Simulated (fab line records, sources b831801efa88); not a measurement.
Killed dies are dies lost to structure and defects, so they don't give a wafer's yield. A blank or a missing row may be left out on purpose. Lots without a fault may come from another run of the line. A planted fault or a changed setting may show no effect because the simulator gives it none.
Which tool did it? | flow gf180mcu | 13 lots, 39 wafers sampled, at 4 steps of a route of 602

WHAT THE GAUGES READ, wafer by wafer
GF_POLY_GATE_THK_MEAS_17.
lot  | measured     | on            | POLY_GATE_OXIDATION_THK (nm)
L260 | day 9 22:04  | film_metro-03 | 4.00 4.08 4.10
L262 | day 10 12:28 | film_metro-02 | 3.99 3.86 3.86
L264 | day 11 00:06 | film_metro-03 | 4.05 4.04 3.98
L266 | day 11 21:09 | film_metro-03 | 6.19 6.08 6.15
L267 | day 11 23:16 | film_metro-04 | 3.87 4.02 3.87
L269 | day 12 13:43 | film_metro-04 | 3.89 3.89 3.90
L272 | day 13 17:02 | film_metro-03 | 3.94 4.02 4.03
L276 | day 14 17:22 | film_metro-02 | 7.00 6.98 6.72
L277 | day 14 20:49 | film_metro-02 | 3.97 3.96 3.96
L278 | day 15 06:20 | film_metro-02 | 4.14 4.08 4.16
L279 | day 15 12:20 | film_metro-04 | 4.01 3.95 3.99
L281 | day 16 00:02 | film_metro-03 | 4.13 4.09 4.15
L280 | day 16 03:29 | film_metro-04 | 3.91 3.96 3.91

GF_M3_CD_MEAS_14: target cd 280 nm.
lot  | measured     | on        | cd_nm (nm)
L260 | day 22 03:22 | cd_sem-02 | 278.8 279.8 278.5
L262 | day 22 21:43 | cd_sem-02 | 279.7 281.2 281.4
L264 | day 23 11:44 | cd_sem-02 | 278.7 280.0 279.7
L266 | day 24 09:49 | cd_sem-01 | 279.6 279.8 280.2
L267 | day 24 18:28 | cd_sem-02 | 281.5 281.8 281.1
L269 | day 25 09:23 | cd_sem-01 | 281.5 281.0 280.0
L272 | day 26 14:53 | cd_sem-01 | 278.9 278.9 278.4
L276 | day 27 15:39 | cd_sem-02 | 279.6 278.4 279.2
L277 | day 27 16:18 | cd_sem-01 | 281.1 281.5 280.6
L278 | day 28 01:48 | cd_sem-02 | 281.3 283.4 281.2
L279 | day 28 06:04 | cd_sem-02 | 280.7 281.9 281.4
L281 | day 28 16:59 | cd_sem-02 | 279.2 279.7 278.8
L280 | day 28 19:28 | cd_sem-02 | 280.6 281.4 279.9

WHICH TOOL RAN EACH LOT (tool, then ch and the chambers of the sampled wafers, then the start)
lot  | GF_VT_IMPLANT_STRIP_09               | GF_POLY_GATE_OXIDATION_16
L260 | plasma_asher-03 ch 0,1, day 6 05:16  | furnace-01 ch 0, day 9 20:47
L262 | plasma_asher-02 ch 0,1, day 6 17:32  | furnace-02 ch 0, day 10 11:12
L264 | plasma_asher-02 ch 0,1, day 7 02:49  | furnace-02 ch 0, day 10 22:50
L266 | plasma_asher-04 ch 0,1, day 7 18:14  | furnace-02 ch 0, day 11 17:30
L267 | plasma_asher-03 ch 0,1, day 7 23:58  | furnace-02 ch 0, day 11 22:01
L269 | plasma_asher-02 ch 0,1, day 8 11:37  | furnace-02 ch 0, day 12 12:28
L272 | plasma_asher-02 ch 0,1, day 9 08:55  | furnace-02 ch 0, day 13 15:46
L276 | plasma_asher-03 ch 0,1, day 10 04:34 | furnace-01 ch 0, day 14 13:44
L277 | plasma_asher-04 ch 0,1, day 10 10:16 | furnace-02 ch 0, day 14 19:33
L278 | plasma_asher-03 ch 0,1, day 10 19:01 | furnace-01 ch 0, day 15 05:05
L279 | plasma_asher-04 ch 0,1, day 11 01:19 | furnace-02 ch 0, day 15 11:05
L281 | plasma_asher-04 ch 0,1, day 11 11:43 | furnace-01 ch 0, day 15 22:47
L280 | plasma_asher-02 ch 0,1, day 11 12:01 | furnace-02 ch 0, day 16 02:14
- GF_VT_IMPLANT_STRIP_09: strips in O2/N2.
- GF_POLY_GATE_OXIDATION_16: stabilise 600 s, purge 300 s, target thk 4 nm.

WHAT THE TOOLS THEMSELVES READ (means of the sampled wafers that have a number; where no wafer has one, the mark that the record gives instead)
GF_VT_IMPLANT_STRIP_09.
lot  | tool            | drypump_motor_current_A (A) | heater_power_w (W) | oes_product_au (a.u.) | strip_time_to_endpoint_s (s)
L260 | plasma_asher-03 | 6.1                         | 333                | 0.719                 | 12.64
L262 | plasma_asher-02 | 5.9                         | 339                | 0.717                 | 12.63
L264 | plasma_asher-02 | 5.9                         | 342                | 0.716                 | 12.60
L266 | plasma_asher-04 | 5.5                         | 393                | 0.715                 | 12.62
L267 | plasma_asher-03 | 5.9                         | 328                | 0.720                 | 12.55
L269 | plasma_asher-02 | 5.9                         | 335                | 0.717                 | 12.61
L272 | plasma_asher-02 | 5.7                         | 329                | 0.715                 | 12.63
L276 | plasma_asher-03 | 5.9                         | 326                | 0.716                 | 12.64
L277 | plasma_asher-04 | 5.3                         | 403                | 0.715                 | 12.65
L278 | plasma_asher-03 | 6.1                         | 342                | 0.719                 | 12.61
L279 | plasma_asher-04 | 5.4                         | 407                | 0.715                 | 12.60
L281 | plasma_asher-04 | 5.3                         | 403                | 0.716                 | 12.59
L280 | plasma_asher-02 | 5.7                         | 327                | 0.719                 | 12.65

GF_POLY_GATE_OXIDATION_16.
lot  | tool       | spike_tc_bottom_C (C)
L260 | furnace-01 | 865.6
L262 | furnace-02 | 870.4
L264 | furnace-02 | 871.6
L266 | furnace-02 | 870.6
L267 | furnace-02 | 870.9
L269 | furnace-02 | 870.8
L272 | furnace-02 | 871.0
L276 | furnace-01 | 865.2
L277 | furnace-02 | 870.6
L278 | furnace-01 | 865.3
L279 | furnace-02 | 870.7
L281 | furnace-01 | 865.4
L280 | furnace-02 | 871.0

THE ANSWER, worked out from the rows above alone
Rule: what is usual is taken from the lots themselves. Put in order of their means at a reading, lots are off if they are a third of the lots or fewer, leave a main group of 4 or more, and stand apart from it by a gap of 3 or more times the standard deviation of the main group's means; of several such gaps the widest counts. A main group whose means are all the same, to the digits that the tables above print for the reading, isn't used. A lot without any number at a reading at which 4 lots or more have one is off too. The other lots that the step has rows for count as sound. The gauges are gone through in route order, then the tools' own readings, and for those a lot's mean is taken as printed above. The first step at which some lot is off is used, and at that step the reading that is off furthest; a lot without a number counts as furthest.
Off: L266, L276, at GF_POLY_GATE_THK_MEAS_17 (POLY_GATE_OXIDATION_THK). The main group: mean 3.99 nm, standard deviation 0.079.
A tool fits if, at a process step before that reading, it ran every lot that is off, and no sound lot after the first of them. The gauges at GF_POLY_GATE_THK_MEAS_17 are tried like those tools. None of those tried fits.

WHAT THE SIMULATOR HAD PUT IN
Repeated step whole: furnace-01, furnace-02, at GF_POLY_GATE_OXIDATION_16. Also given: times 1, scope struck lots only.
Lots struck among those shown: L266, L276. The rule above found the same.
